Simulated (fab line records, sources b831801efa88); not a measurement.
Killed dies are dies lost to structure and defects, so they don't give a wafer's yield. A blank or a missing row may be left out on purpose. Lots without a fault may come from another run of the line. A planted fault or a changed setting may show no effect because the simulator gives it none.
fab line records | flow gf180mcu
record lots=13 wafers=39 last_day=33
route steps=602 shown MVPSD@139 HV_LDD@178
lots that met no fault: from a run of the same line without faults
start_h: hours from the record's first day to the start of the lot's first wafer shown | wait_h: hours since the lot's step before | " the same as in the row above | L1.1+2: a row that stands for several wafers | - no value, or no start given | * or withheld: withheld | < > ~ a bound
route shown NAME@n: a module of which the file shows steps, and the number in the route of the first | usual: mean/standard deviation of fault-free wafers | same: alike in all rows | chamber/n: place in a boat | sites: the reading at each site | _std_site: their standard deviation | _edge_site: outer sites' mean less inner sites' | radius_mm: how far each site lies from the wafer's centre | mask NAME#n: copy n | behind: the tool/chamber that last shaped the wafer | hold: why the lot was held/for how many hours/how that ended | device: the transistor (n, p or np) that didn't switch | end of line: the same wafers' tests at the end of the route | a step without rows: its recipe alone | killed: dies lost to structure and defects at the first sort, not the wafer's yield | map: a wafer's dies, x killed, . not, _ none there
set.NAME: the setting as run; set.NAME@STEP: as run at that earlier step | model.NAME: the simulator's own value behind a step, which no gauge read
steps of the route over a sample of lots; a table a step, a row a wafer
services: from which hour (start_h, from the record's first day; less than 0 if before it) a tool's chamber was out of use, for how many hours, and why
## steps
# step GF_VT_IMPLANT_RS_MEAS_49
# recipe thk_meas_gauge=four-point-probe
# usual MVPSD_RS=1168/3.4
# columns lot.wafer tool chamber start_h wait_h MVPSD_RS[ohm/sq]
L717.2 film_metro-04 - 155.08 0.1 1168
L717.3 " - " " 1167
L717.6 " - " " 1164
L718.1 film_metro-02 - 163.66 0.1 1170
L718.4 " - " " 1174
L718.5 " - " " 1171
L720.1 film_metro-02 - 177.35 0.1 1170
L720.2 " - " " 1170
L720.3 " - " " 1173
L721.2 film_metro-04 - 185.97 0.1 1168
L721.3 " - " " 1168
L721.4 " - " " 1170
L723.1 film_metro-03 - 197.74 0.1 1174
L723.2 " - " " 1169
L723.6 " - " " 1174
L724.3 film_metro-02 - 207.90 0.1 1174
L724.4 " - " " 1169
L724.5 " - " " 1169
L725.1 film_metro-02 - 210.97 0.1 1171
L725.2 " - " " 1174
L725.5 " - " " 1172
L726.3 film_metro-04 - 215.35 0.1 1168
L726.4 " - " " 1166
L726.5 " - " " 1166
L728.2 film_metro-03 - 232.48 0.1 1172
L728.5 " - " " 1172
L728.6 " - " " 1172
L730.1 film_metro-04 - 244.16 0.1 1166
L730.2 " - " " 1168
L730.4 " - " " 1167
L733.1 film_metro-04 - 265.90 0.1 1172
L733.5 " - " " 1168
L733.6 " - " " 1170
L734.1 film_metro-02 - 270.47 0.1 1170
L734.4 " - " " 1169
L734.6 " - " " 1169
L736.1 film_metro-04 - 287.06 0.1 1163
L736.3 " - " " 1159
L736.4 " - " " 1162
# step GF_HV_LDD_COAT_02
# recipe resist=NOVOLAK spin_rpm=3000 resist_thk_nm=1000
# usual spin_speed_rpm=3000.1/2
# columns lot.wafer tool chamber start_h wait_h spin_speed_rpm
L717.2 litho_track-03 0 204.67 0.1 2999.0
L717.3 " 0 " " 2998.3
L717.6 " 0 " " 2999.3
L718.1 litho_track-02 0 216.27 0.1 3001.0
L718.4 " 0 " " 3001.2
L718.5 " 0 " " 3002.0
L720.1 litho_track-02 0 229.62 0.1 3000.3
L720.2 " 0 " " 2998.7
L720.3 " 0 " " 3000.4
L721.2 litho_track-04 0 241.78 0.1 2995.8
L721.3 " 0 " " 3001.3
L721.4 " 0 " " 3000.2
L723.1 litho_track-04 0 255.00 0.1 2999.7
L723.2 " 0 " " 3002.0
L723.6 " 0 " " 3001.0
L724.3 litho_track-04 0 262.00 0.1 3000.3
L724.4 " 0 " " 3001.5
L724.5 " 0 " " 3000.7
L725.1 litho_track-02 0 266.22 0.1 3000.2
L725.2 " 0 " " 3002.5
L725.5 " 0 " " 3002.9
L726.3 litho_track-04 0 269.90 0.1 2999.6
L726.4 " 0 " " 3000.3
L726.5 " 0 " " 2997.7
L728.2 litho_track-02 0 286.04 0.1 2998.0
L728.5 " 0 " " 2994.9
L728.6 " 0 " " 2996.8
L730.1 litho_track-03 0 300.04 0.1 3003.6
L730.2 " 0 " " 2999.4
L730.4 " 0 " " 2996.5
L733.1 litho_track-03 0 322.64 0.1 3147.9
L733.5 " 0 " " 3146.6
L733.6 " 0 " " 3150.4
L734.1 litho_track-03 0 329.64 0.1 3150.6
L734.4 " 0 " " 3152.6
L734.6 " 0 " " 3149.7
L736.1 litho_track-03 0 343.79 0.1 3152.3
L736.3 " 0 " " 3148.6
L736.4 " 0 " " 3151.1
# step GF_HV_LDD_STRIP_10
# recipe chemistry=O2/N2 power_w=1400 pressure_mtorr=1500 platen_temp_c=250 o2_flow_sccm=3000 n2_flow_sccm=300 overash_fraction=0.5
# usual drypump_motor_current_A=5.8/0.44 heater_power_w=301/38 oes_product_au=0.716/0.0042 platen_temp_c=250.02/0.16 strip_time_to_endpoint_s=12.64/0.036
# columns lot.wafer tool chamber start_h wait_h drypump_motor_current_A heater_power_w oes_product_au platen_temp_c rf_hours_counter_h strip_time_to_endpoint_s
L717.2 plasma_asher-02 1 214.18 0.1 5.6 321 0.712 249.98 8 12.62
L717.3 " 1 " " 5.6 315 0.721 249.87 - 12.65
L717.6 " 0 " " 6.4 284 0.710 249.80 - 12.64
L718.1 plasma_asher-02 0 225.06 0.1 6.5 294 0.717 249.89 10 12.59
L718.4 " 0 " " 6.5 287 0.714 250.22 - 12.58
L718.5 " 1 " " 5.6 330 0.726 250.03 - 12.59
L720.1 plasma_asher-02 0 238.70 0.1 6.4 285 0.714 250.03 11 12.63
L720.2 " 1 " " 5.6 319 0.715 250.12 11 12.61
L720.3 " 1 " " 5.6 326 0.713 250.03 - 12.62
L721.2 plasma_asher-01 0 251.45 0.1 5.9 254 0.716 250.35 48 12.66
L721.3 " 1 " " 5.7 357 0.712 250.12 - 12.63
L721.4 " 0 " " 5.9 251 0.719 250.02 - 12.66
L723.1 plasma_asher-01 0 264.70 0.1 5.8 245 0.719 249.81 49 12.69
L723.2 " 1 " " 5.7 356 0.719 249.79 49 12.68
L723.6 " 1 " " 5.7 357 0.716 249.91 - 12.63
L724.3 plasma_asher-02 1 271.98 0.1 5.6 320 0.720 249.85 - 12.67
L724.4 " 0 " " 6.5 289 0.718 249.88 - 12.66
L724.5 " 0 " " 6.5 281 0.716 250.16 - 12.61
L725.1 plasma_asher-01 1 276.51 0.1 5.6 367 0.716 249.82 50 12.55
L725.2 " 0 " " 5.8 247 0.718 249.85 50 12.52
L725.5 " 0 " " 5.8 250 0.718 250.26 - 12.58
L726.3 plasma_asher-02 1 280.14 0.1 5.6 326 0.715 250.24 - 12.67
L726.4 " 0 " " 6.4 289 0.715 250.18 - 12.68
L726.5 " 1 " " 5.6 322 0.719 250.15 - 12.67
L728.2 plasma_asher-02 0 296.27 0.1 6.4 281 0.722 249.95 16 12.65
L728.5 " 1 " " 5.6 321 0.718 249.91 - 12.59
L728.6 " 0 " " 6.4 285 0.719 250.20 - 12.59
L730.1 plasma_asher-02 0 310.89 0.1 6.4 284 0.724 249.90 18 12.60
L730.2 " 1 " " 5.6 320 0.716 250.07 18 12.65
L730.4 " 1 " " 5.6 318 0.714 249.90 - 12.58
L733.1 plasma_asher-02 1 333.11 0.1 5.6 323 0.711 250.40 20 12.37
L733.5 " 0 " " 6.4 284 0.713 250.17 - 12.34
L733.6 " 1 " " 5.7 329 0.720 250.03 - 12.36
L734.1 plasma_asher-04 1 340.60 0.1 4.9 323 0.713 249.68 71 12.34
L734.4 " 1 " " 4.9 316 0.718 249.85 - 12.38
L734.6 " 0 " " 6.0 264 0.717 250.05 - 12.36
L736.1 plasma_asher-04 0 355.04 0.1 6.0 257 0.710 250.11 73 12.44
L736.3 " 1 " " 4.8 315 0.716 249.94 - 12.41
L736.4 " 0 " " 6.0 259 0.716 250.03 - 12.38
# step GF_HV_LDD_CD_MEAS_19
# recipe target_cd_nm=400
# usual cd_nm=400.1/2.1
# columns lot.wafer tool chamber start_h wait_h cd_nm
L717.2 cd_sem-01 - 231.26 0.1 398.8
L717.3 " - " " 400.9
L717.6 " - " " 401.2
L718.1 cd_sem-01 - 243.32 0.1 400.4
L718.4 " - " " 399.4
L718.5 " - " " 399.4
L720.1 cd_sem-02 - 257.15 0.1 402.0
L720.2 " - " " 399.9
L720.3 " - " " 398.9
L721.2 cd_sem-01 - 269.96 0.1 400.8
L721.3 " - " " 398.7
L721.4 " - " " 400.5
L723.1 cd_sem-02 - 283.50 0.1 405.2
L723.2 " - " " 405.4
L723.6 " - " " 402.5
L724.3 cd_sem-02 - 291.04 0.1 399.2
L724.4 " - " " 400.7
L724.5 " - " " 397.9
L725.1 cd_sem-02 - 297.02 0.1 401.5
L725.2 " - " " 402.3
L725.5 " - " " 399.2
L726.3 cd_sem-02 - 299.66 0.1 400.3
L726.4 " - " " 401.3
L726.5 " - " " 401.5
L728.2 cd_sem-01 - 316.57 0.1 395.6
L728.5 " - " " 397.0
L728.6 " - " " 394.6
L730.1 cd_sem-01 - 331.32 0.1 398.1
L730.2 " - " " 397.2
L730.4 " - " " 398.0
L733.1 cd_sem-01 - 353.72 0.1 402.3
L733.5 " - " " 402.1
L733.6 " - " " 403.4
L734.1 cd_sem-02 - 362.17 0.1 402.3
L734.4 " - " " 405.2
L734.6 " - " " 401.7
L736.1 cd_sem-02 - 377.62 0.1 401.0
L736.3 " - " " 399.6
L736.4 " - " " 399.0
# step GF_HV_LDD_STRIP_22
# recipe chemistry=O2/N2 power_w=1400 pressure_mtorr=1500 platen_temp_c=250 o2_flow_sccm=3000 n2_flow_sccm=300 overash_fraction=0.5
# usual drypump_motor_current_A=5.7/0.53 heater_power_w=297/33 oes_product_au=0.716/0.0047 platen_temp_c=250.01/0.16 strip_time_to_endpoint_s=12.63/0.044
# columns lot.wafer tool chamber start_h wait_h drypump_motor_current_A heater_power_w oes_product_au platen_temp_c rf_hours_counter_h strip_time_to_endpoint_s
L717.2 plasma_asher-02 0 231.55 0.1 6.5 283 0.720 249.67 10 12.57
L717.3 " 1 " " 5.7 315 0.709 249.95 - 12.57
L717.6 " 1 " " 5.7 317 0.712 249.85 - 12.56
L718.1 plasma_asher-04 1 243.62 0.1 4.9 326 0.715 250.19 61 12.67
L718.4 " 1 " " 4.9 312 0.716 250.48 - 12.60
L718.5 " 0 " " 6.0 270 0.712 250.18 - 12.65
L720.1 plasma_asher-02 0 257.46 0.1 6.4 294 0.722 249.95 13 12.62
L720.2 " 1 " " 5.6 326 0.720 250.23 13 12.67
L720.3 " 1 " " 5.6 318 0.726 249.97 - 12.67
L721.2 plasma_asher-04 1 270.25 0.1 4.9 320 0.714 250.06 64 12.64
L721.3 " 1 " " 4.9 316 0.715 249.95 - 12.67
L721.4 " 0 " " 6.0 265 0.719 250.18 - 12.64
L723.1 plasma_asher-04 0 283.81 0.1 6.0 266 0.708 249.87 65 12.57
L723.2 " 1 " " 4.8 310 0.716 249.65 65 12.58
L723.6 " 0 " " 6.0 269 0.722 249.86 - 12.60
L724.3 plasma_asher-04 1 291.34 0.1 4.9 318 0.712 249.73 - 12.64
L724.4 " 0 " " 6.0 261 0.709 249.96 - 12.66
L724.5 " 0 " " 6.0 262 0.710 249.92 - 12.70
L725.1 plasma_asher-04 0 297.32 0.1 6.0 257 0.713 250.14 67 12.64
L725.2 " 1 " " 4.9 317 0.707 250.08 67 12.63
L725.5 " 1 " " 4.9 322 0.707 249.85 - 12.61
L726.3 plasma_asher-04 1 299.96 0.1 4.9 311 0.717 249.90 - 12.65
L726.4 " 0 " " 6.1 267 0.716 250.25 - 12.64
L726.5 " 1 " " 4.9 323 0.709 249.91 - 12.63
L728.2 plasma_asher-04 1 316.86 0.1 4.9 323 0.724 249.83 69 12.68
L728.5 " 1 " " 4.9 316 0.720 249.75 - 12.69
L728.6 " 0 " " 6.1 260 0.715 250.08 - 12.68
L730.1 plasma_asher-04 0 331.62 0.1 6.0 266 0.718 249.95 70 12.62
L730.2 " 1 " " 4.9 320 0.712 250.16 70 12.57
L730.4 " 1 " " 4.8 319 0.721 249.87 - 12.66
L733.1 plasma_asher-01 0 354.02 0.1 5.8 248 0.712 250.08 59 12.63
L733.5 " 0 " " 5.8 245 0.717 250.05 - 12.61
L733.6 " 1 " " 5.7 354 0.720 250.06 - 12.64
L734.1 plasma_asher-02 1 362.47 0.1 5.7 322 0.716 249.78 23 12.58
L734.4 " 0 " " 6.5 286 0.720 250.27 - 12.63
L734.6 " 1 " " 5.6 311 0.707 249.75 - 12.65
L736.1 plasma_asher-01 0 377.92 0.1 5.9 252 0.712 249.86 61 12.59
L736.3 " 1 " " 5.7 358 0.713 250.01 - 12.61
L736.4 " 0 " " 5.9 247 0.720 249.94 - 12.63
## services
# columns tool chamber start_h hours kind
plasma_asher-02 - 182.23 7.0 repair
plasma_asher-02 - 191.31 8.0 repair
plasma_asher-04 - 204.60 14.6 pm
plasma_asher-01 - 247.58 2.8 pm
plasma_asher-04 - 253.57 0.8 repair
plasma_asher-02 - 261.57 2.4 repair
plasma_asher-02 - 289.36 1.6 repair
plasma_asher-04 - 320.25 4.3 pm
plasma_asher-01 - 362.55 0.3 repair
## key
first_sign step=GF_HV_LDD_COAT_02 reading=spin_speed_rpm direction=up sigmas=77 usual=* struck=*
effect step=GF_HV_LDD_STRIP_10 reading=strip_time_to_endpoint_s direction=down sigmas=7.3 usual=* struck=*
met_at GF_HV_LDD_COAT_02
struck_lots L733,L734,L736
tester_left_out L733,L734,L736
not_acting_at GF_VT_IMPLANT_RS_MEAS_49,GF_HV_LDD_CD_MEAS_19,GF_HV_LDD_STRIP_22
onset_between 300.04 322.64
fault kind=process_parameter_drift tool=litho_track-03 chamber=- onset_h=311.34 steps=GF_HV_LDD_COAT_02 channel=spin_rpm offset=* shape=step end_h=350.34 acts_in=* stated=*
# tester_left_out: of these lots the tester's yield and bins aren't shown, on N5 and GAA mostly nor the transistor test; their killed dies are dies lost to structure and defects alone, not to doping, threshold or leakage, so they don't give the yield
